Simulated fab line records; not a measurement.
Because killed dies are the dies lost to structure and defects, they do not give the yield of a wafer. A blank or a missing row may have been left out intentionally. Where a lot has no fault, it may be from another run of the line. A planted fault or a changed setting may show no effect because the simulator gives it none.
8D (eight disciplines) problem report, filled in by code :: flow gf180mcu :: the parts of the form that need people (team, actions taken, sign-off) are left out

1. THE PROBLEM
Mean DUAL_GATE_OXIDATION_00_THK at GF_DUAL_GATE_THK_MEAS_03: 12.03 nm over 6 wafers in 2 lots; fault-free wafers: 10.79 nm, standard deviation 0.21. Relative to the usual mean, that is a shift of +5.9 standard deviations.
First observed at day 10 01:47: wafer L538.1, on film_metro-04. The record holds 36 wafers of 12 lots with a number at this step. Rule for "out" (also "out of limits"): further than 4 standard deviations from the usual mean. The other wafers with a number count as sound.

2. WHAT IT IS, WHAT IT ISN'T
question: which readings at this step
is: DUAL_GATE_OXIDATION_00_THK
is not: -

question: which lots
is: L538, L539
is not: L531, L533, L535, L536, L537, L549, L550, L551, L552, L553

question: which wafers of those lots
is: all that have a number
is not: -

question: read on which gauges
is: film_metro-04
is not: film_metro-02, film_metro-03

question: when
is: from day 10 01:47
is not: up to then (15 sound wafers); but 15 sound wafers of L549, L550, L551, L552, L553 came after

3. THE SUSPECTS, EACH WITH WHAT RULES IT OUT
Counting: a tool at any process step up to the reading remains a suspect when it ran all the lots that are out and ran no sound lot after the first of those.
- the gauge at GF_DUAL_GATE_THK_MEAS_03: kept. All the wafers that are out were read on film_metro-04, and no step on other tools shows them out.
- furnace-01 at GF_DUAL_GATE_OXIDATION_02 (stabilise 600 s, purge 300 s, target thk 10.887 nm): ruled out as a lasting fault. Sound lots L552 ran on it after its first lot that is out, L538 (day 10 00:20).
Remaining after the count: film_metro-04 at GF_DUAL_GATE_THK_MEAS_03.

4. THE CAUSE (what the simulator had put in)
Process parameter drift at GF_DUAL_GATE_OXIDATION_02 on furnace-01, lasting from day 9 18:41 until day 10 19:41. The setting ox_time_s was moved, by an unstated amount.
Counting ruled it out, wrongly: the rule takes a fault to strike every lot that its tool runs from its start on, and this one did not.

5. THE EFFECT CHAIN, in route order
One row per reading whose mean, taken over the struck wafers that have a number, lies over 3 standard deviations from the usual. Readings are gone through only where the record gives a usual standard deviation; hours: the median, over the lots, of the time from a lot's start at the first step in this table giving one to that lot's start at this step; sigmas: the change measured in usual standard deviations.
hours: 0
step: GF_DUAL_GATE_THK_MEAS_03
reading: DUAL_GATE_OXIDATION_00_THK
usual: 10.79 nm
on struck wafers: 12.03
change: +1.24
sigmas: +5.9
At these later measuring or inspecting steps, every struck wafer for which the step has a row has a number for every such reading, and none has moved that far: GF_V1_CD_MEAS_14.

6. WHAT WOULD HAVE CAUGHT IT SOONER
7 hours passed between the start of the fault at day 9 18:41 and the first reading out of limits at a measuring or inspecting step in this record, taken at day 10 01:47.
No tool reading at GF_DUAL_GATE_OXIDATION_02 that has a usual standard deviation in the record was out on any struck wafer, so an alarm limit of 4 standard deviations on those readings would not have fired.
